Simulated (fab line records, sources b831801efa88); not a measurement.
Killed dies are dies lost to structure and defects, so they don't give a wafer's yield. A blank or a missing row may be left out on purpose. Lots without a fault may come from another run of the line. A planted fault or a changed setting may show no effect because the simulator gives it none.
Which tool did it? | flow sky130 | 12 lots, 36 wafers sampled, at 3 steps of a route of 708

WHAT THE GAUGES READ, wafer by wafer
SKY_VIA1_BOW_MEAS_03. Usual: VIA1_BOW 78 um, standard deviation 6.7.
lot  | measured     | on            | VIA1_BOW (um) | flag
L501 | day 33 09:54 | film_metro-04 | 77 81 84      |
L502 | day 33 12:25 | film_metro-01 | 79 67 64      |
L505 | day 35 01:32 | film_metro-04 | 85 63 79      |
L504 | day 35 03:28 | film_metro-04 | 93 64 74      |
L506 | day 35 10:55 | film_metro-01 | 73 86 85      |
L507 | day 35 12:44 | film_metro-02 | 73 78 85      |
L515 | day 38 02:19 | film_metro-04 | 90 78 86      |
L518 | day 38 19:22 | film_metro-01 | 68 84 75      |
L519 | day 39 02:52 | film_metro-01 | 66 87 81      |
L520 | day 39 04:27 | film_metro-04 | 87 91 79      |
L521 | day 39 09:02 | film_metro-02 | 68 81 65      |
L522 | day 39 17:53 | film_metro-01 | 81 71 72      |

SKY_VIA1_RS_MEAS_22: measures by four-point-probe. Usual: VIA1_W_RS 0.426 ohm/sq, standard deviation 0.0044.
lot  | measured     | on            | VIA1_W_RS (ohm/sq) | flag
L501 | day 34 11:35 | film_metro-01 | 0.418 0.420 0.417  |
L502 | day 34 15:58 | film_metro-04 | 0.428 0.425 0.429  |
L505 | day 36 05:14 | film_metro-01 | 0.418 0.428 0.424  |
L504 | day 36 07:25 | film_metro-02 | 0.428 0.430 0.435  |
L506 | day 36 13:42 | film_metro-01 | 0.431 0.424 0.429  |
L507 | day 36 15:31 | film_metro-01 | 0.419 0.417 0.425  |
L515 | day 39 04:09 | film_metro-01 | 0.423 0.422 0.424  |
L518 | day 39 20:19 | film_metro-01 | 0.432 0.431 0.423  |
L519 | day 40 04:23 | film_metro-02 | 0.437 0.429 0.437  |
L520 | day 40 05:31 | film_metro-01 | 0.427 0.427 0.426  |
L521 | day 40 10:02 | film_metro-02 | 0.426 0.434 0.426  |
L522 | day 40 18:59 | film_metro-02 | 0.430 0.419 0.429  |

WHICH TOOL RAN EACH LOT (tool, then ch and the chambers of the sampled wafers, then the start)
lot  | SKY_METAL1_ETCH_18
L501 | rie_metal-01 ch 0,1, day 33 08:41
L502 | rie_metal-01 ch 1, day 33 11:08
L505 | rie_metal-04 ch 0,1, day 35 00:15
L504 | rie_metal-03 ch 0,1, day 35 02:12
L506 | rie_metal-01 ch 1, day 35 09:41
L507 | rie_metal-04 ch 0,1, day 35 11:29
L515 | rie_metal-03 ch 0,1, day 38 00:57
L518 | rie_metal-04 ch 0,1, day 38 18:02
L519 | rie_metal-03 ch 0,1, day 39 01:33
L520 | rie_metal-04 ch 0,1, day 39 03:08
L521 | rie_metal-04 ch 0,1, day 39 07:45
L522 | rie_metal-01 ch 0,1, day 39 16:39
- SKY_METAL1_ETCH_18: etches BARC in N2/H2, stops on SiO2, time 45.9 s, target depth 60 nm.

WHAT THE TOOLS THEMSELVES READ (means of the sampled wafers that have a number; where no wafer has one, the mark that the record gives instead)
SKY_METAL1_ETCH_18. Usual: chamber_pressure_mTorr 30.003 mTorr, standard deviation 0.027; drypump_motor_current_A 5.7 A, standard deviation 0.65; oes_product_au 0.854 a.u., standard deviation 0.0051; rf_fwd_power_W 494.3 W, standard deviation 1.8; throttle_valve_pct 13.226 %, standard deviation 0.0096.
lot  | tool         | chamber_pressure_mTorr (mTorr) | drypump_motor_current_A (A) | oes_product_au (a.u.) | rf_fwd_power_W (W) | throttle_valve_pct (%) | flag
L501 | rie_metal-01 | 30.016                         | 5.7                         | 0.853                 | 496.1              | 13.227                 |
L502 | rie_metal-01 | 30.030                         | 6.1                         | 0.856                 | 495.6              | 13.229                 |
L505 | rie_metal-04 | 30.005                         | 5.3                         | 0.851                 | 493.8              | 13.227                 |
L504 | rie_metal-03 | 30.005                         | 6.2                         | 0.853                 | 495.5              | 13.228                 |
L506 | rie_metal-01 | 30.014                         | 6.1                         | 0.855                 | 491.6              | 13.225                 |
L507 | rie_metal-04 | 30.001                         | 5.3                         | 0.856                 | 493.1              | 13.230                 |
L515 | rie_metal-03 | 29.982                         | 6.3                         | 0.855                 | 492.9              | 13.226                 |
L518 | rie_metal-04 | 29.974                         | 5.4                         | 0.853                 | 494.2              | 13.228                 |
L519 | rie_metal-03 | 29.991                         | 6.3                         | 0.853                 | 492.2              | 13.217                 |
L520 | rie_metal-04 | 29.999                         | 5.0                         | 0.853                 | 494.4              | 13.225                 |
L521 | rie_metal-04 | 30.024                         | 5.3                         | 0.853                 | 494.6              | 13.220                 |
L522 | rie_metal-01 | 29.996                         | 5.3                         | 0.856                 | 496.4              | 13.225                 |

THE ANSWER, worked out from the rows above alone
Rule: a lot is off if the mean of its wafers that have a number lies more than 3 standard deviations from the usual mean. A lot without any number at a reading at which 4 lots or more have one is off too. The other lots that the step has rows for count as sound. The gauges are gone through in route order, then the tools' own readings, and for those a lot's mean is taken as printed above. The first step at which some lot is off is used, and at that step the reading that is off furthest; a lot without a number counts as furthest.
No lot is off at any reading shown: from this, nothing can be told.

WHAT THE SIMULATOR HAD PUT IN
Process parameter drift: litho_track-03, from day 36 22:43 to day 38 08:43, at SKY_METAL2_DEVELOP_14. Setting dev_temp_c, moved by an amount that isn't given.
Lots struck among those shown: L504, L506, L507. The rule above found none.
